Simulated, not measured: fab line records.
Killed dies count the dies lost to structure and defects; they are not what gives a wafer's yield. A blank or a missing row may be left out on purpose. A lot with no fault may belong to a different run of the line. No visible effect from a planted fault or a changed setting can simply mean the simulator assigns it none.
fab line records	flow sky130
record: lots: 6	wafers: 18	last_day: 50
route steps=708 shown CONTACT@421 PAD_OPEN@708
lots with no fault: from the same line, run without faults
start_h: hours from the record's first day to the start of the lot's first wafer shown	wait_h: time in hours since the lot's previous step	" identical to the entry in the row above	L1.1+2: a row that stands for several wafers	- either no value or no given start	* or withheld: withheld	< > ~ a bound
route shown NAME@n: names a module that has steps shown in the file, with the first one's number in the route	usual: mean/standard deviation of fault-free wafers	same: alike in all rows	chamber/n: place in a boat	sites: each site's reading	_std_site: their standard deviation	_edge_site: mean of outer sites minus mean of inner sites	radius_mm: for every site, how far away it sits from the centre of the wafer	mask NAME#n: copy n	behind: the most recent tool/chamber to have shaped the wafer	hold: what put the lot on hold/how long, in hours/how the hold closed	device: names the non-switching transistor (n, p or np)	end of line: the same wafers' tests at the end of the route	a step with no rows: only its recipe	killed: count of dies lost to structure and defects at first sort (not the wafer's yield)	map: shows each die of a wafer: x if killed, . if not, _ if none is there
set.NAME: the setting as run; set.NAME@STEP: as run at that earlier step	model.NAME: the simulator's own value behind a step, which no gauge read
a table for each step, a row for each wafer; lots at some steps of the route
services: the hour from which a tool's chamber was out of use, counted from the record's first day as start_h (under 0 if before that day), plus the number of hours and why
== steps ==
step: SKY_CONTACT_OVL_MEAS_15
usual: CONTACT_OVL: 3/5.4
lot.wafer	tool	chamber	start_h	wait_h	CONTACT_OVL[nm]
L822.3	overlay-02	-	757.09	0.1	8
L822.4	"	-	"	"	-7
L822.6	"	-	"	"	-4
L823.4	overlay-01	-	775.25	0.1	4
L823.5	"	-	"	"	8
L823.6	"	-	"	"	-4
L829.1	overlay-01	-	817.03	0.1	4
L829.3	"	-	"	"	9
L829.4	"	-	"	"	9
L830.2	overlay-01	-	833.43	0.1	8
L830.3	"	-	"	"	0
L830.4	"	-	"	"	6
L841.1	overlay-02	-	903.11	0.1	-10
L841.2	"	-	"	"	-3
L841.6	"	-	"	"	-4
L842.3	overlay-01	-	907.75	0.1	0
L842.4	"	-	"	"	2
L842.6	"	-	"	"	1
step: SKY_CONTACT_ETCH_16
recipe: chemistry: N2/H2	target: BARC	ion_energy_ev: 200	source_w: 500	bias_w: 100	pressure_mtorr: 30	n2_flow_sccm: 100	h2_flow_sccm: 200	stop_on: SiO2	time_s: 45.9	target_depth_a: 600
usual: bias_w: 100.00/0.28	drypump_motor_current_A: 6.03/0.22	oes_product_au: 0.854/0.0047	throttle_valve_pct: 13.225/0.0091
lot.wafer	tool	chamber	start_h	wait_h	bias_w	drypump_motor_current_A	oes_product_au	rf_hours_counter_h	throttle_valve_pct
L822.3	rie_diel-01	0	757.11	0.0	100.30	6.14	0.861	5	13.237
L822.4	"	2	"	"	100.31	5.66	0.854	16	13.226
L822.6	"	1	"	"	100.02	6.33	0.855	-	13.235
L823.4	rie_diel-04	3	775.27	0.0	100.08	6.22	0.850	11	13.241
L823.5	"	1	"	"	100.31	6.08	0.849	-	13.236
L823.6	"	2	"	"	99.86	6.24	0.846	-	13.238
L829.1	rie_diel-01	0	817.06	0.0	99.75	6.12	0.855	6	13.219
L829.3	"	3	"	"	99.70	5.89	0.859	7	13.216
L829.4	"	2	"	"	99.73	5.66	0.850	18	13.217
L830.2	rie_diel-01	1	833.46	0.0	99.74	6.37	0.857	2	13.215
L830.3	"	0	"	"	100.10	6.14	0.854	7	13.222
L830.4	"	3	"	"	99.88	5.89	0.859	7	13.221
L841.1	rie_diel-02	3	903.15	0.0	99.63	5.99	0.853	21	13.236
L841.2	"	0	"	"	100.22	6.03	0.851	14	13.226
L841.6	"	3	"	"	99.41	6.00	0.859	-	13.240
L842.3	rie_diel-02	1	907.77	0.0	99.99	5.91	0.861	2	13.218
L842.4	"	2	"	"	100.43	6.01	0.857	1	13.226
L842.6	"	2	"	"	100.35	6.09	0.853	-	13.216
step: SKY_CONTACT_ETCH_17
recipe: target: SiO2	chemistry: C4F8/O2/Ar	stop_on: Si3N4	mask_material: KrF-thick	source_w: 1500	bias_w: 1200	pressure_mtorr: 40	c4f8_flow_sccm: withheld	O2_flow_sccm: 6	Ar_flow_sccm: 300	time_s: withheld	target_depth_a: 3400
usual: bias_w: 1200/3.5	oes_product_au: 0.892/0.0049
lot.wafer	tool	chamber	start_h	wait_h	bias_w	oes_product_au
L822.3	rie_diel-01	0	757.16	0.0	1195	0.889
L822.4	"	2	"	"	1202	0.882
L822.6	"	1	"	"	1199	0.889
L823.4	rie_diel-04	3	775.31	0.0	1197	0.885
L823.5	"	1	"	"	1196	0.897
L823.6	"	2	"	"	1196	0.891
L829.1	rie_diel-01	0	817.11	0.0	1201	0.892
L829.3	"	3	"	"	1197	0.888
L829.4	"	2	"	"	1202	0.891
L830.2	rie_diel-01	1	833.50	0.0	1198	0.898
L830.3	"	0	"	"	1202	0.891
L830.4	"	3	"	"	1203	0.898
L841.1	rie_diel-02	3	903.19	0.0	1199	0.886
L841.2	"	0	"	"	1205	0.886
L841.6	"	3	"	"	1197	0.898
L842.3	rie_diel-02	1	907.82	0.0	1202	0.888
L842.4	"	2	"	"	1200	0.901
L842.6	"	2	"	"	1206	0.892
step: SKY_CONTACT_ETCH_18
recipe: target: Si3N4	chemistry: CHF3/O2	stop_on: TiN	source_w: 600	bias_w: 200	pressure_mtorr: 40	chf3_flow_sccm: 50	O2_flow_sccm: 5	time_s: 39	target_depth_a: 750
usual: bias_w: 200.0/0.61	drypump_motor_current_A: 6.02/0.21	oes_product_au: 0.852/0.0083	throttle_valve_pct: 8.793/0.0092
lot.wafer	tool	chamber	start_h	wait_h	bias_w	drypump_motor_current_A	oes_product_au	rf_hours_counter_h	throttle_valve_pct
L822.3	rie_diel-01	0	-	-	201.2	6.10	0.845	5	8.790
L822.4	"	2	"	"	199.5	5.68	0.852	16	8.787
L822.6	"	1	"	"	200.3	6.37	0.850	-	8.785
L823.4	rie_diel-04	3	-	-	198.9	6.20	0.862	11	8.793
L823.5	"	1	"	"	199.5	6.07	0.852	-	8.771
L823.6	"	2	"	"	199.7	6.23	0.851	-	8.780
L829.1	rie_diel-01	0	-	-	200.0	6.10	0.845	6	8.795
L829.3	"	3	"	"	199.8	5.90	0.837	7	8.792
L829.4	"	2	"	"	199.9	5.64	0.862	18	8.794
L830.2	rie_diel-01	1	-	-	200.9	6.34	0.842	3	8.800
L830.3	"	0	"	"	200.4	6.13	0.851	7	8.783
L830.4	"	3	"	"	199.3	5.91	0.859	7	8.804
L841.1	rie_diel-02	3	-	-	200.2	6.00	0.848	21	8.785
L841.2	"	0	"	"	201.1	6.01	0.844	14	8.807
L841.6	"	3	"	"	201.1	6.00	0.858	-	8.819
L842.3	rie_diel-02	1	-	-	199.7	5.89	0.868	2	8.811
L842.4	"	2	"	"	200.0	6.04	0.860	1	8.791
L842.6	"	2	"	"	200.7	6.01	0.871	-	8.790
step: SKY_CONTACT_STRIP_19
recipe: chemistry: O2/N2	power_w: 1400	pressure_mtorr: 1500	platen_temp_c: withheld	o2_flow_sccm: 3000	n2_flow_sccm: 300	overash_fraction: 0.5
usual: drypump_motor_current_A: 5.7/0.48	oes_product_au: 0.380/0.0046	strip_time_to_endpoint_s: 3.61/0.032
lot.wafer	tool	chamber	start_h	wait_h	drypump_motor_current_A	oes_product_au	rf_hours_counter_h	strip_time_to_endpoint_s
L822.3	plasma_asher-03	1	757.28	-	6.3	0.384	-	3.64
L822.4	"	0	"	"	6.2	0.375	-	3.58
L822.6	"	0	"	"	6.2	0.382	-	3.65
L823.4	plasma_asher-03	1	775.44	-	6.3	0.384	-	3.61
L823.5	"	0	"	"	6.2	0.379	-	3.57
L823.6	"	1	"	"	6.3	0.379	-	3.56
L829.1	plasma_asher-02	0	817.20	-	5.9	0.383	38	3.68
L829.3	"	0	"	"	5.8	0.382	-	3.66
L829.4	"	1	"	"	5.8	0.383	-	3.61
L830.2	plasma_asher-02	0	833.59	-	5.8	0.381	39	3.64
L830.3	"	0	"	"	5.8	0.385	-	3.62
L830.4	"	1	"	"	5.8	0.388	-	3.63
L841.1	plasma_asher-01	1	903.28	-	5.4	0.379	78	3.60
L841.2	"	0	"	"	4.9	0.383	78	3.61
L841.6	"	1	"	"	5.4	0.377	-	3.58
L842.3	plasma_asher-01	1	907.94	-	5.4	0.381	-	3.63
L842.4	"	0	"	"	4.9	0.381	-	3.60
L842.6	"	1	"	"	5.4	0.382	-	3.60
step: SKY_CONTACT_STRIP_20
recipe: chemistry: post_etch_residue_remover	time_s: 1200	temp_c: 72.5
step: SKY_CONTACT_CLEAN_21
recipe: chemistry: IPA	time_s: 180	temp_c: 25
step: SKY_CONTACT_CLEAN_22
recipe: chemistry: O3/DIW	dry: n2_spin
step: SKY_CONTACT_SPUTTER_23
recipe: material: TiN	target_thk_nm: 20	chamber_pressure_pa: 5	power_w: 4000	time_s: 80
step: SKY_CONTACT_CVD_24
recipe: material: W	target_thk_nm: 340	time_s: 102.12	temp_c: 400	pressure_torr: 40
usual: chamber_pressure_Torr: 40.02/0.085	heater_power_w: 776/69
lot.wafer	tool	chamber	start_h	wait_h	chamber_pressure_Torr	heater_power_w
L822.3	cvd_w-01	0	757.98	0.1	39.95	845
L822.4	"	1	"	"	40.10	728
L822.6	"	0	"	"	39.98	891
L823.4	cvd_w-02	0	776.20	0.1	39.92	819
L823.5	"	0	"	"	39.98	804
L823.6	"	0	"	"	40.01	775
L829.1	cvd_w-02	1	817.86	0.0	40.00	714
L829.3	"	0	"	"	40.09	794
L829.4	"	1	"	"	39.99	698
L830.2	cvd_w-02	0	834.29	0.0	40.03	822
L830.3	"	1	"	"	39.98	702
L830.4	"	0	"	"	40.04	810
L841.1	cvd_w-02	1	903.99	0.0	40.00	707
L841.2	"	0	"	"	39.96	766
L841.6	"	0	"	"	39.84	789
L842.3	cvd_w-02	0	908.61	0.1	39.94	787
L842.4	"	1	"	"	40.05	725
L842.6	"	1	"	"	40.05	718
step: SKY_CONTACT_RS_MEAS_25
recipe: thk_meas_gauge: four-point-probe	reads: W_of_CONTACT_CVD_24+TiN_of_CONTACT_SPUTTER_23
usual: CONTACT_W_RS: 0.340/0.0039
lot.wafer	tool	chamber	start_h	wait_h	CONTACT_W_RS[ohm/sq]
L822.3	film_metro-01	-	758.10	0.1	0.346
L822.4	"	-	"	"	0.344
L822.6	"	-	"	"	0.346
L823.4	film_metro-01	-	776.37	0.1	0.341
L823.5	"	-	"	"	0.345
L823.6	"	-	"	"	0.341
L829.1	film_metro-01	-	817.97	0.1	0.337
L829.3	"	-	"	"	0.343
L829.4	"	-	"	"	0.338
L830.2	film_metro-04	-	834.42	0.1	0.339
L830.3	"	-	"	"	0.330
L830.4	"	-	"	"	0.338
L841.1	film_metro-04	-	904.10	0.1	0.337
L841.2	"	-	"	"	0.346
L841.6	"	-	"	"	0.346
L842.3	film_metro-02	-	908.73	0.1	0.349
L842.4	"	-	"	"	0.341
L842.6	"	-	"	"	0.341
step: SKY_CONTACT_THK_MEAS_26
recipe: thk_meas_gauge: xrf	reads: W_of_CONTACT_CVD_24
usual: CONTACT_W_THK: 342/5
lot.wafer	tool	chamber	start_h	wait_h	CONTACT_W_THK[nm]
L822.3	film_metro-01	-	758.20	0.1	334
L822.4	"	-	"	"	336
L822.6	"	-	"	"	336
L823.4	film_metro-01	-	776.46	0.1	338
L823.5	"	-	"	"	335
L823.6	"	-	"	"	338
L829.1	film_metro-01	-	818.09	0.1	341
L829.3	"	-	"	"	336
L829.4	"	-	"	"	339
L830.2	film_metro-04	-	834.53	0.1	344
L830.3	"	-	"	"	356
L830.4	"	-	"	"	347
L841.1	film_metro-04	-	904.22	0.1	350
L841.2	"	-	"	"	340
L841.6	"	-	"	"	340
L842.3	film_metro-02	-	908.83	0.1	334
L842.4	"	-	"	"	345
L842.6	"	-	"	"	343
step: SKY_CONTACT_CMP_27
recipe: stop_on: SiO2	t_overpolish_s: 15	down_force_psi: 3.5	platen_rpm: 60	target_thk_nm: 0	pad_velocity_m_s: 0.94248
usual: edge_zone_pressure_frac: 1.001/0.0048	head_pressure_psi: 3.500/0.0083	motor_current_A: 11.3/0.92	overpolish_run_s: 14.999/0.0085	time_to_endpoint_s: 81/3.3
lot.wafer	tool	chamber	start_h	wait_h	edge_zone_pressure_frac	head_pressure_psi	motor_current_A	overpolish_run_s	time_to_endpoint_s	model.W_of_CONTACT_CVD_24.thk_nm	model.SiO2_of_CONTACT_HDPCVD_02.thk_nm
L822.4	cmp-02	1	758.29	0.1	1.000	3.506	12.1	14.999	80	0	335.5
L822.3	"	2	"	"	0.996	3.490	11.0	14.990	81	0	337.4
L822.6	"	1	"	"	1.008	3.516	12.0	15.004	79	0	335.5
L823.4	cmp-01	1	776.59	0.1	0.995	3.500	10.5	14.994	77	0	337.6
L823.6	"	3	"	"	1.005	3.489	12.5	15.002	79	0	337
L823.5	"	0	"	"	1.001	3.498	9.9	14.994	75	0	339
L829.3	cmp-01	2	818.20	0.1	-	-	-	-	-	334.7	340.1
L829.4	"	3	"	"	-	-	-	-	-	340.2	341.3
L829.1	"	0	"	"	-	-	-	-	-	341.7	340.6
L830.2	cmp-02	2	834.58	0.0	-	-	-	-	-	338.2	340.9
L830.3	"	0	"	"	-	-	-	-	-	347.5	339.1
L830.4	"	1	"	"	-	-	-	-	-	338.6	339.7
L841.2	cmp-01	2	904.28	0.0	0.998	3.490	11.5	15.008	79	0	335
L841.1	"	0	"	"	1.004	3.507	9.3	15.011	80	0	336.4
L841.6	"	2	"	"	0.999	3.500	11.0	14.994	79	0	336.1
L842.4	cmp-02	0	908.92	0.1	0.993	3.510	12.3	14.995	80	0	338.9
L842.3	"	2	"	"	1.007	3.506	11.1	15.003	85	0	336.8
L842.6	"	3	"	"	0.999	3.493	11.8	14.987	84	0	338.4
step: SKY_PAD_OPEN_PROBE_99
usual: killed_at_M0_to_M3: 44/6.5	killed_at_M4_up: 3.0/1.5	killed_at_contacts: 25/5.1	killed_at_front_end: 14/4.1	killed_at_other: 0.3/0.57	killed_dies: 87/9.5	killed_on_rim: 17/3.9	killed_open: 48/6.8	killed_short: 39/6.2
same: gross_dies: 492	killed_at_back_side: 0
lot.wafer	tool	chamber	start_h	wait_h	killed_at_M0_to_M3	killed_at_M4_up	killed_at_contacts	killed_at_front_end	killed_at_other	killed_dies	killed_on_rim	killed_open	killed_short
L822.3	prober-02	-	1094.43	0.2	54	1	28	12	0	95	16	51	44
L822.4	prober-02	-	1094.48	0.2	41	5	22	14	0	82	12	41	41
L822.6	prober-02	-	1094.58	0.2	39	5	21	13	0	78	11	43	35
L823.4	prober-02	-	1104.82	0.2	50	2	28	20	1	101	20	52	48
L823.5	prober-02	-	1104.87	0.2	46	2	26	20	0	94	14	46	48
L823.6	prober-02	-	1104.92	0.2	37	3	28	13	2	83	17	46	36
L829.1	prober-02	-	1142.24	0.1	34	3	439	14	2	492	96	44	34
L829.3	prober-02	-	1142.34	0.2	40	0	443	9	0	492	96	42	28
L829.4	prober-02	-	1142.39	0.2	48	2	428	14	0	492	96	57	35
L830.2	prober-01	-	1148.05	0.1	52	5	419	15	1	492	96	46	46
L830.3	prober-01	-	1148.10	0.2	46	2	429	15	0	492	96	61	30
L830.4	prober-01	-	1148.15	0.2	35	3	436	18	0	492	96	43	44
L841.1	prober-01	-	1195.67	0.1	54	3	23	17	1	98	19	54	44
L841.2	prober-01	-	1195.72	0.1	44	2	22	13	1	82	18	55	27
L841.6	prober-01	-	1195.92	0.2	45	4	33	15	0	97	19	54	43
L842.3	prober-01	-	1200.20	0.2	51	1	32	15	0	99	14	48	51
L842.4	prober-01	-	1200.25	0.2	46	2	23	3	0	74	11	40	34
L842.6	prober-01	-	1200.35	0.2	50	4	30	10	0	94	20	55	39
killed by level:class
L822.3 VIA1:geometric_particle:open=11 CONTACT:geometric_particle:open=9 VIA3:geometric_particle:open=8 METAL2:geometric_particle:short=8 METAL1:geometric_particle:short=7 CONTACT:geometric_particle:short=6 POLY_GATE:geometric_particle:open=5 LI_CONTACT:geometric_particle:open=5
L822.4 METAL2:geometric_particle:short=10 VIA3:geometric_particle:open=7 VIA1:geometric_particle:open=7 CONTACT:geometric_particle:open=6 LI_CONTACT:geometric_particle:open=6 METAL1:geometric_particle:short=5 POLY_GATE:geometric_particle:short=4 POLY_GATE:geometric_particle:open=4
L822.6 METAL2:geometric_particle:short=8 LI_CONTACT:geometric_particle:open=8 VIA2:geometric_particle:open=7 VIA3:geometric_particle:open=7 CONTACT:geometric_particle:open=5 VIA1:geometric_particle:open=5 METAL2:geometric_particle:open=5 CONTACT:geometric_particle:short=4
L823.4 CONTACT:geometric_particle:open=13 VIA1:geometric_particle:open=10 VIA1:geometric_particle:short=8 LI_CONTACT:geometric_particle:open=7 POLY_GATE:geometric_particle:short=6 METAL2:geometric_particle:short=6 VIA3:geometric_particle:open=5 VIA2:geometric_particle:short=5
L823.5 CONTACT:geometric_particle:open=11 VIA2:geometric_particle:open=11 METAL1:geometric_particle:short=8 POLY_GATE:geometric_particle:short=6 METAL2:geometric_particle:short=5 VIA3:geometric_particle:open=5 FIELD_ISO:geometric_particle:short=4 LI_CONTACT:geometric_particle:open=4
L823.6 VIA1:geometric_particle:open=11 CONTACT:geometric_particle:open=7 LI_CONTACT:geometric_particle:short=6 LOCAL_INTERCONNECT:geometric_particle:short=5 CONTACT:geometric_particle:short=5 VIA2:geometric_particle:open=5 VIA3:geometric_particle:open=5 LI_CONTACT:geometric_particle:open=4
L829.1 CONTACT:area_cmp=414 LI_CONTACT:geometric_particle:open=10 VIA1:geometric_particle:open=8 CONTACT:geometric_particle:open=6 VIA2:geometric_particle:open=5 METAL1:geometric_particle:short=4 POLY_GATE:geometric_particle:short=4 METAL2:geometric_particle:short=4
L829.3 CONTACT:area_cmp=422 VIA1:geometric_particle:open=15 LI_CONTACT:geometric_particle:open=7 VIA3:geometric_particle:open=5 LOCAL_INTERCONNECT:geometric_particle:short=5 METAL1:geometric_particle:short=4 FIELD_ISO:geometric_particle:open=3 CONTACT:geometric_particle:short=3
L829.4 CONTACT:area_cmp=400 CONTACT:geometric_particle:open=12 LI_CONTACT:geometric_particle:open=10 VIA3:geometric_particle:open=9 VIA1:geometric_particle:open=8 VIA2:geometric_particle:open=8 METAL2:geometric_particle:short=7 VIA2:geometric_particle:short=5
L830.2 CONTACT:area_cmp=398 VIA1:geometric_particle:open=9 LI_CONTACT:geometric_particle:open=8 CONTACT:geometric_particle:open=7 METAL2:geometric_particle:short=7 VIA3:geometric_particle:open=7 FIELD_ISO:geometric_particle:short=5 VIA1:geometric_particle:short=5
L830.3 CONTACT:area_cmp=400 VIA1:geometric_particle:open=15 CONTACT:geometric_particle:open=14 VIA3:geometric_particle:open=9 VIA2:geometric_particle:open=7 FIELD_ISO:geometric_particle:short=6 LI_CONTACT:geometric_particle:open=5 METAL1:geometric_particle:short=5
L830.4 CONTACT:area_cmp=405 CONTACT:geometric_particle:open=13 VIA1:geometric_particle:open=7 LI_CONTACT:geometric_particle:short=5 CONTACT:geometric_particle:short=5 FIELD_ISO:geometric_particle:open=4 POLY_GATE:geometric_particle:short=4 LOCAL_INTERCONNECT:geometric_particle:short=4
L841.1 VIA1:geometric_particle:open=17 VIA1:geometric_particle:short=10 LI_CONTACT:geometric_particle:open=9 CONTACT:geometric_particle:open=7 METAL1:geometric_particle:short=7 VIA2:geometric_particle:open=5 VIA3:geometric_particle:open=5 METAL2:geometric_particle:short=4
L841.2 VIA1:geometric_particle:open=16 CONTACT:geometric_particle:open=10 VIA2:geometric_particle:open=8 POLY_GATE:geometric_particle:open=5 LI_CONTACT:geometric_particle:open=5 METAL1:geometric_particle:short=5 VIA1:geometric_particle:short=5 LOCAL_INTERCONNECT:geometric_particle:short=4
L841.6 VIA1:geometric_particle:open=18 CONTACT:geometric_particle:open=10 LOCAL_INTERCONNECT:geometric_particle:short=8 CONTACT:geometric_particle:short=6 METAL2:geometric_particle:short=6 VIA1:geometric_particle:short=5 POLY_GATE:geometric_particle:open=4 LI_CONTACT:geometric_particle:open=4
L842.3 CONTACT:geometric_particle:open=10 VIA1:geometric_particle:open=10 CONTACT:geometric_particle:short=9 METAL2:geometric_particle:short=8 VIA3:geometric_particle:open=7 VIA3:geometric_particle:short=6 LI_CONTACT:geometric_particle:open=6 METAL1:geometric_particle:short=6
L842.4 VIA1:geometric_particle:open=10 CONTACT:geometric_particle:open=9 METAL2:geometric_particle:short=7 METAL1:geometric_particle:short=6 LI_CONTACT:geometric_particle:short=5 LI_CONTACT:geometric_particle:open=5 VIA3:geometric_particle:short=4 VIA2:geometric_particle:open=4
L842.6 CONTACT:geometric_particle:open=16 VIA1:geometric_particle:open=13 METAL2:geometric_particle:short=9 VIA1:geometric_particle:short=8 VIA3:geometric_particle:open=7 LI_CONTACT:geometric_particle:open=6 FIELD_ISO:geometric_particle:open=4 CONTACT:geometric_particle:short=4
map L829.1 (x killed, . not)
__________xxxxxxxxxx_________
________xxxxxxxxxxxxxx_______
______xxxxxxxxxxxxxxxxxx_____
_____xxxxxxxxxxxxxxxxxxxx____
____xxxxxxxxxxxxxxxxxxxxxx___
___xxxxxxxxxxxxxxxxxxxxxxxx__
__xxxxxxxxxxxxxxxxxxxxxxxxxx_
_xxxxxxxxxxxxxxxxxxxxxxxxxxxx
_xxxxxxxxxxxxxxxxxxxxxxxxxxxx
_xxxxxxxxxxxxxxxxxxxxxxxxxxxx
_xxxxxxxxxxxxxxxxxxxxxxxxxxxx
_xxxxxxxxxxxxxxxxxxxxxxxxxxxx
_xxxxxxxxxxxxxxxxxxxxxxxxxxxx
_xxxxxxxxxxxxxxxxxxxxxxxxxxxx
_xxxxxxxxxxxxxxxxxxxxxxxxxxxx
__xxxxxxxxxxxxxxxxxxxxxxxxxx_
___xxxxxxxxxxxxxxxxxxxxxxxx__
____xxxxxxxxxxxxxxxxxxxxxx___
_____xxxxxxxxxxxxxxxxxxxx____
______xxxxxxxxxxxxxxxxxx_____
________xxxxxxxxxxxxxx_______
__________xxxxxxxxxx_________
map L830.2 (x killed, . not)
__________xxxxxxxxxx_________
________xxxxxxxxxxxxxx_______
______xxxxxxxxxxxxxxxxxx_____
_____xxxxxxxxxxxxxxxxxxxx____
____xxxxxxxxxxxxxxxxxxxxxx___
___xxxxxxxxxxxxxxxxxxxxxxxx__
__xxxxxxxxxxxxxxxxxxxxxxxxxx_
_xxxxxxxxxxxxxxxxxxxxxxxxxxxx
_xxxxxxxxxxxxxxxxxxxxxxxxxxxx
_xxxxxxxxxxxxxxxxxxxxxxxxxxxx
_xxxxxxxxxxxxxxxxxxxxxxxxxxxx
_xxxxxxxxxxxxxxxxxxxxxxxxxxxx
_xxxxxxxxxxxxxxxxxxxxxxxxxxxx
_xxxxxxxxxxxxxxxxxxxxxxxxxxxx
_xxxxxxxxxxxxxxxxxxxxxxxxxxxx
__xxxxxxxxxxxxxxxxxxxxxxxxxx_
___xxxxxxxxxxxxxxxxxxxxxxxx__
____xxxxxxxxxxxxxxxxxxxxxx___
_____xxxxxxxxxxxxxxxxxxxx____
______xxxxxxxxxxxxxxxxxx_____
________xxxxxxxxxxxxxx_______
__________xxxxxxxxxx_________
== services ==
tool	chamber	start_h	hours	kind
cmp-01	-	744.14	4.0	pm
rie_diel-01	1	760.43	2.5	repair
cmp-02	-	763.45	4.6	pm
cvd_w-02	1	775.98	7.6	repair
cvd_w-01	0	787.38	8.8	repair
cmp-02	-	798.26	6.1	repair
cmp-02	-	801.93	0.5	repair
plasma_asher-02	-	803.04	0.3	repair
rie_diel-04	-	803.75	0.7	repair
rie_diel-02	1	812.84	2.3	repair
cmp-01	-	819.60	4.5	pm
cvd_w-01	-	820.11	14.6	pm
rie_diel-02	1	835.60	-	clean
rie_diel-02	1	835.60	26.3	scheduled_down
rie_diel-02	1	835.60	26.3	vent_cycle
cmp-01	-	840.28	1.9	repair
rie_diel-04	0	846.88	5.1	repair
cmp-02	-	857.17	2.1	repair
rie_diel-01	0	858.52	6.9	repair
rie_diel-04	2	861.56	1.4	repair
rie_diel-02	2	870.91	-	clean
rie_diel-02	2	870.91	21.2	scheduled_down
rie_diel-02	3	879.52	4.5	repair
cvd_w-01	-	904.00	14.0	pm
== key ==
first_sign: step: SKY_CONTACT_CMP_27	reading: tool_record	direction: missing
effect: step: SKY_PAD_OPEN_PROBE_99	reading: killed_at_contacts	direction: up	sigmas: 80	usual: 25	struck: 432
model_effect: step: SKY_CONTACT_CMP_27	value: W_of_CONTACT_CVD_24.thk_nm	without: 0	struck: 340.1
more_kills_born_at: SKY_CONTACT_CMP_27@cmp-01: 1225	SKY_CONTACT_CMP_27@cmp-02: 1193
met_at SKY_CONTACT_CMP_27
struck_wafers L829.1,L829.3,L829.4,L830.2,L830.3,L830.4
later_rows_left_out L829.1,L829.3,L829.4,L830.2,L830.3,L830.4
tester_left_out L829,L830
onset_between 776.59 818.20
fault: kind: skipped_step_whole	tool: cmp-01,cmp-02	chamber: -	onset_h: 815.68	steps: SKY_CONTACT_CMP_27	scope: struck_lots_only
tester_left_out: of these lots the tester's yield and bins aren't shown, on N5 and GAA mostly nor the transistor test; their killed dies are dies lost to structure and defects alone, not to doping, threshold or leakage, so they don't give the yield
later_rows_left_out: the simulator's readings of these wafers behind a module that went badly wrong aren't trusted and aren't shown, but for the sort
